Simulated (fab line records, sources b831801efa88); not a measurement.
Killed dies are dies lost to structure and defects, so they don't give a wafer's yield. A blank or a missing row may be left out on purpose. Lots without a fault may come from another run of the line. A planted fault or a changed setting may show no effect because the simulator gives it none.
Chamber matching | flow sky130 | SKY_METAL3_ETCH_17 on rie_diel-03: 4 sister chambers
The step etches SiO2 in C4F8/O2/Ar, stops on TiN, time 3.9 s, target depth 15 nm. 8 wafers are shown with their chamber, then 10 later ones without.

WAFERS WITH THEIR CHAMBER
wafer  | chamber | oes_product_au (a.u.)
L086.1 | 1       | 0.741
L086.2 | 0       | 0.747
L086.3 | 3       | 0.757
L086.4 | 2       | 0.764
L086.5 | 2       | 0.738
L086.6 | 3       | 0.748
L090.1 | 0       | 0.754
L090.4 | 1       | 0.766

WAFERS WITHOUT THEIR CHAMBER
wafer  | oes_product_au (a.u.)
L090.6 | 0.750
L092.1 | 0.766
L092.2 | 0.732
L092.3 | 0.746
L092.4 | 0.747
L092.5 | 0.739
L092.6 | 0.772
L095.2 | 0.756
L095.3 | 0.755
L095.6 | 0.762

WHICH CHAMBER EACH WENT THROUGH
wafer  | from the rows above               | in truth
L090.6 | can't be placed: 0 or 2 or 3 or 1 | 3
L092.1 | can't be placed: 1 or 3 or 2 or 0 | 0
L092.2 | can't be placed: 0 or 2 or 3 or 1 | 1
L092.3 | can't be placed: 0 or 2 or 3 or 1 | 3
L092.4 | can't be placed: 0 or 2 or 3 or 1 | 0
L092.5 | can't be placed: 0 or 2 or 3 or 1 | 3
L092.6 | can't be placed: 1 or 3 or 2 or 0 | 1
L095.2 | can't be placed: 1 or 3 or 2 or 0 | 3
L095.3 | can't be placed: 1 or 3 or 2 or 0 | 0
L095.6 | can't be placed: 1 or 3 or 2 or 0 | 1
Placed correctly: 0 of 10. Can't be placed from these rows: 10 (the true chamber is among the candidates in 10). Placed wrongly: 0.
How it was worked out, from the rows above alone: a wafer's distance from a chamber is the root of the sum, over the readings, of the square of ((its reading less the chamber's mean) divided by the reading's scatter). The wafer belongs to the nearest chamber; if the next one is less than 2 further off, it can't be placed. A chamber's mean is the mean of its shown wafers. The scatter: the root of (the sum of the squares of (reading less its chamber's mean) over the shown wafers, divided by (wafers less chambers)).
